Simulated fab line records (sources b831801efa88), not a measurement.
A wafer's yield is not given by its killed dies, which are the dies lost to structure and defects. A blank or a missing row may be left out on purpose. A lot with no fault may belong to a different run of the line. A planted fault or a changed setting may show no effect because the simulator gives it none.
Problem report in the 8D (eight disciplines) form, filled by code :: flow sky130 :: the parts of the form that need people (team, actions taken, sign-off) are left out

## 1. PROBLEM STATEMENT
Mean of time-to-endpoint-s at SKY_VIA1_CMP_24: 35.7 s across 2 wafers in 2 lots; on wafers with no fault it is 65.4 s (standard deviation 2.3). Measured from the usual mean, that is -13 standard deviations.
The step: polishes, stops on SiO2, t overpolish 15 s, target thk 0 nm.
The first sign was on wafer L482.1 at day 35 00:05, on cmp-02. The record has a number at this step for 42 wafers belonging to 14 lots. Rule for "out", or "out of limits": more than 4 standard deviations from the usual mean. Any other wafer with a number is counted as sound.

## 2. WHAT IT IS, WHAT IT ISN'T
question: which readings at this step
is: time-to-endpoint-s
is not: motor-current-A, overpolish-run-s

question: which lots
is: L482, L483
is not: L480, L481, L491, L492, L493, L494, L496, L497, L498, L499, L501, L502

question: which wafers of those lots
is: L482.1, L483.4
is not: L482.3, L482.5, L483.2, L483.6

question: read on which tools
is: cmp-02
is not: cmp-01

question: when
is: from day 35 00:05
is not: up to then (8 sound wafers); but 32 sound wafers of L483, L491, L492, L493, L494, L496, L497, L498, L499, L501, L502 came after

## 3. SUSPECTS, AND WHAT RULES EACH OUT
Counting: a tool at a process step up to the reading stays a suspect if it ran every lot that is out. Sound lots after the first of them don't rule it out here, since some wafers of a struck lot are sound.
- cmp-02 at SKY_VIA1_CMP_24 (polishes, stops on SiO2, t overpolish 15 s, target thk 0 nm): kept. Every lot that is out went through it, the first being L482 (day 35 00:05); the last sound lot it ran before that was L480 (day 34 21:41). Its own readings are out on those wafers: time-to-endpoint-s.
Remaining after the count: cmp-02 at SKY_VIA1_CMP_24.

## 4. THE CAUSE (what the simulator had put in)
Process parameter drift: cmp-02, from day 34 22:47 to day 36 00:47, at SKY_VIA1_CMP_24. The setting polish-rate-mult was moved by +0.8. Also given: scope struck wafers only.
This tool alone remained once counting was done.

## 5. THE EFFECT CHAIN, in route order
Each row: a reading where the mean over the struck wafers with a number is more than 3 standard deviations away from the usual. Scope: only readings with a usual standard deviation given in the record; hours: median across lots of the time from each lot's start at the first step in this table that gives one to its start at this step; sigmas: change in usual standard deviations.
hours: 0
step: SKY_VIA1_CMP_24
reading: time-to-endpoint-s
usual: 65.4 s
on struck wafers: 35.7
change: -29.8
sigmas: -13
Its process steps:
- SKY_VIA1_CMP_24: polishes, stops on SiO2, t overpolish 15 s, target thk 0 nm.

## 6. HOW IT WOULD HAVE BEEN CAUGHT EARLIER
In this record the first reading out of limits was taken at day 35 00:05, 1 hour after the fault began at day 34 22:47.
